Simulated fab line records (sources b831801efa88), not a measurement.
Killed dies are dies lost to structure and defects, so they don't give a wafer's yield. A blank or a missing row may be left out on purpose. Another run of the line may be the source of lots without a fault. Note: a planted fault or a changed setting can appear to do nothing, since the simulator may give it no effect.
2 desks, one fault :: flow gf180mcu :: what lay behind the numbers comes last; until then each desk has only its own

## METROLOGY DESK
Lot by lot, what the gauges showed, no matter which tool ran the lot: averages of those sampled wafers that carry a number. Marked OUT: a lot whose mean sits more than 4 standard deviations from the usual mean, which makes it out of limits; the brackets give that distance.
Columns: A = MVPSD_TW at GF_MVPSD_TW_MEAS_11, usual 551; B = VT_IMPLANT_TW at GF_VT_IMPLANT_TW_MEAS_10, usual 565; C = LVPWELL_RS at GF_VT_IMPLANT_RS_MEAS_48, usual 1196.7 ohm/sq; D = MVPSD_RS at GF_VT_IMPLANT_RS_MEAS_49, usual 1168 ohm/sq
lot: L386
first seen here: day 5 08:47
A: 547
B: 558
C: 1193.7
D: 1169

lot: L387
first seen here: day 5 14:36
A: 547
B: 564
C: 1196.8
D: 1171

lot: L388
first seen here: day 5 14:47
A: 547
B: 557
C: 1197.7
D: 1164

lot: L392
first seen here: day 6 16:01
A: 559
B: 568
C: 1179.5 (-5.8) OUT
D: 1171

lot: L393
first seen here: day 7 04:34
A: 548
B: 570
C: 1183.1 (-4.5) OUT
D: 1178

lot: L398
first seen here: day 8 13:49
A: 548
B: 567
C: 1196.6
D: 1169

lot: L399
first seen here: day 9 02:19
A: 550
B: 568
C: 1198.0
D: 1167

lot: L401
first seen here: day 9 03:51
A: 548
B: 566
C: 1198.2
D: 1167

lot: L402
first seen here: day 9 08:54
A: 548
B: 572
C: 1195.1
D: 1168

lot: L403
first seen here: day 9 14:55
A: 549
B: 573
C: 1197.5
D: 1169

lot: L405
first seen here: day 9 19:22
A: 556
B: 557
C: 1199.1
D: 1168

lot: L406
first seen here: day 9 22:37
A: 556
B: 559
C: 1195.6
D: 1166

lot: L408
first seen here: day 10 11:08
A: 562
B: 568
C: 1195.0
D: 1167

lot: L409
first seen here: day 10 15:06
A: 549
B: 570
C: 1191.6
D: 1168
This desk's finding: out of limits on L392, L393; first on L392, day 9 07:16 (LVPWELL_RS at GF_VT_IMPLANT_RS_MEAS_48). L386, L387, L388, L398, L399, L401, L402, L403, L405, L406, L408, L409: within limits.

## DESK OF THE TOOL OWNER: implanter-01
For each lot that ran on this tool, the mean over its sampled wafers that have a number, from the tool's own readings at GF_LVPWELL_IMPLANT_09. Marked OUT: a lot whose mean sits more than 4 standard deviations from the usual mean, which makes it out of limits; the brackets give that distance.
Columns: A = beam_on_s at GF_LVPWELL_IMPLANT_09, usual 10.03 s; B = faraday_current_uA at GF_LVPWELL_IMPLANT_09, usual 28.1
lot: L386
first seen here: day 4 06:36
A: 10.19
B: 27.7

lot: L388
first seen here: day 4 12:36
A: 9.98
B: 28.3

lot: L392
first seen here: day 5 11:10
A: 11.06 (+5.2) OUT
B: 25.7 (-4.4) OUT

lot: L393
first seen here: day 5 21:51
A: 10.76
B: 26.3
This desk's verdict: out of limits on L392, starting with L392 at day 5 11:10 (beam_on_s at GF_LVPWELL_IMPLANT_09). L386, L388, L393: within limits.

## BROUGHT TOGETHER
The tool owner's desk could have raised an alarm at day 5 11:10, on L392.
An alarm was possible from the metrology desk at day 9 07:16, on L392, L393.
Tool owner's desk: L393 on record, inside its limits.
GF_LVPWELL_IMPLANT_09 was run on implanter-01 by each of the lots named.

## WHAT WAS PUT IN BY THE SIMULATOR
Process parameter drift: implanter-01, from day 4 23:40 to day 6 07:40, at GF_LVPWELL_IMPLANT_09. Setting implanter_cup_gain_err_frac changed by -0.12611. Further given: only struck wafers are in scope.
Lots struck among those shown: L392, L393.
Counting hours from when the fault started, the first reading out of limits came at 12 for the tool owner's desk and at 104 for the metrology desk.
